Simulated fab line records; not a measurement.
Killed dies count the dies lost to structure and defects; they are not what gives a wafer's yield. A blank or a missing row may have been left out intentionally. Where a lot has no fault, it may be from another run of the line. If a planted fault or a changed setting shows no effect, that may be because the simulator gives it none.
Chamber matching / flow sky130 / SKY_VIA2_CMP_24 on cmp-02: 4 sister chambers
The step polishes, stops on SiO2, t overpolish 20 s, target thk 0 nm. 4 wafers are shown with their chamber, then 12 later ones without.

WAFERS WITH THEIR CHAMBER
wafer=L090.5; chamber=1; motor_current_A (A)=11.3
wafer=L092.4; chamber=0; motor_current_A (A)=10.7
wafer=L092.5; chamber=2; motor_current_A (A)=12.9
wafer=L092.6; chamber=3; motor_current_A (A)=12.3

WAFERS MISSING THEIR CHAMBER
wafer=L089.2; motor_current_A (A)=12.8
wafer=L089.4; motor_current_A (A)=12.3
wafer=L089.5; motor_current_A (A)=11.9
wafer=L094.1; motor_current_A (A)=10.7
wafer=L094.3; motor_current_A (A)=11.7
wafer=L094.6; motor_current_A (A)=11.8
wafer=L095.1; motor_current_A (A)=12.7
wafer=L095.5; motor_current_A (A)=13.5
wafer=L095.6; motor_current_A (A)=12.0
wafer=L097.1; motor_current_A (A)=10.6
wafer=L097.2; motor_current_A (A)=11.9
wafer=L097.5; motor_current_A (A)=12.6

CHAMBER TAKEN BY EACH
wafer=L089.2; from the rows above=can't be placed: 2 or 3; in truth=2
wafer=L089.4; from the rows above=can't be placed: 3 or 2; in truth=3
wafer=L089.5; from the rows above=can't be placed: 3 or 1 or 2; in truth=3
wafer=L094.1; from the rows above=can't be placed: 0 or 1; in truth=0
wafer=L094.3; from the rows above=can't be placed: 1 or 3 or 0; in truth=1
wafer=L094.6; from the rows above=can't be placed: 1 or 3 or 2 or 0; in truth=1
wafer=L095.1; from the rows above=can't be placed: 2 or 3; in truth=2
wafer=L095.5; from the rows above=can't be placed: 2 or 3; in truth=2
wafer=L095.6; from the rows above=can't be placed: 3 or 1 or 2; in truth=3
wafer=L097.1; from the rows above=can't be placed: 0 or 1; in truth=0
wafer=L097.2; from the rows above=can't be placed: 3 or 1 or 2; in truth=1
wafer=L097.5; from the rows above=can't be placed: 3 or 2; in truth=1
Correct placement for 0 of the 12. These rows do not allow placing 12 (true chamber among the candidates in 11). Placed wrongly: 0.
How it was worked out, from the rows above alone: a wafer's distance from a chamber is the root of the sum, over the readings, of the square of ((its reading less the chamber's mean) divided by the reading's scatter). The wafer belongs to the nearest chamber; if the next one is less than 2 further off, it can't be placed. The mean given for a chamber averages the wafers shown for that chamber. The scatter (one wafer shown for each chamber): square how far every hidden wafer sits from the nearest shown wafer, average those squares and take the square root.
